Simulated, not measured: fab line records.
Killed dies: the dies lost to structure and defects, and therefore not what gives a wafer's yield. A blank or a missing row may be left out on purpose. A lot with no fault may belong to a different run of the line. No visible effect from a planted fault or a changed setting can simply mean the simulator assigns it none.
A single fault, viewed from 2 desks -- flow gf180mcu -- numbers are kept per desk, each desk with only its own; the story behind them comes last

== AT THE TOOL OWNER'S DESK: rtpAnneal-02 ==
At GF_VT_IMPLANT_RTA_45 (time 30 s), the tool's own readings, given per lot that ran on this tool as the mean of the sampled wafers with a number. Any lot whose mean is over 4 standard deviations away from the usual mean is out of limits and marked OUT; that distance is given in the brackets.
Columns: A = lampPowerPct at GF_VT_IMPLANT_RTA_45, usual 37.0 %; B = runLengthS at GF_VT_IMPLANT_RTA_45, usual 58.6 s; C = wafer_temp_C_max at GF_VT_IMPLANT_RTA_45, usual 1053.2
lot,first seen here,A,B,C
L575,day 7 14:19,38.5,58.8,1052.0
L576,day 7 19:43,38.5,58.7,1052.3
L577,day 8 01:32,38.5,58.6,1051.8
L579,day 8 15:53,38.5,58.7,1052.5
L581,day 9 04:44,38.5,58.7,1052.4
L582,day 9 13:23,38.5,59.0,1053.1
L586,day 10 17:15,38.5,58.7,1053.4
L590,day 11 17:43,38.5,69.7 (+25) OUT,1052.3
L591,day 12 01:13,38.5,69.8 (+25) OUT,1052.1
This desk's verdict: out of limits on L590, L591, starting with L590 at day 11 17:43 (runLengthS at GF_VT_IMPLANT_RTA_45). L575, L576, L577, L579, L581, L582, L586 stayed within limits.

== THE METROLOGY DESK ==
What the gauges read, lot by lot, whatever tool the lot ran on: means of the sampled wafers that have a number. Any lot whose mean is over 4 standard deviations away from the usual mean is out of limits and marked OUT; that distance is given in the brackets.
Columns: A = POLY_GATE_OVL at GF_POLY_GATE_OVL_MEAS_11, usual -2 nm
lot,first seen here,A
L575,day 9 06:29,-6
L576,day 9 10:41,1
L577,day 9 16:03,-4
L578,day 9 22:38,-4
L579,day 10 09:09,2
L581,day 10 23:06,-3
L582,day 11 08:39,-2
L586,day 12 14:50,-2
L590,day 13 16:11,4
L591,day 13 23:26,3
L592,day 14 05:09,7
L595,day 15 06:23,-5
L598,day 16 01:20,-5
This desk found nothing out of limits on any of the 13 lots.

== PUT TOGETHER ==
The tool owner's desk could have raised an alarm at day 11 17:43, on L590, L591.
At the metrology desk, nothing out of limits was observed.
The metrology desk has L590, L591 on record, within its limits.
Of the lots named, all ran GF_VT_IMPLANT_RTA_45 on rtpAnneal-02.

== WHAT THE SIMULATOR HAD PUT IN ==
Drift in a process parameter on rtpAnneal-02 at GF_VT_IMPLANT_RTA_45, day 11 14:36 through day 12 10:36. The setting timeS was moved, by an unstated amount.
Struck lots among those shown: L590, L591.
Time in hours from fault onset to the first out-of-limits reading at each desk: the tool owner's desk, 3.
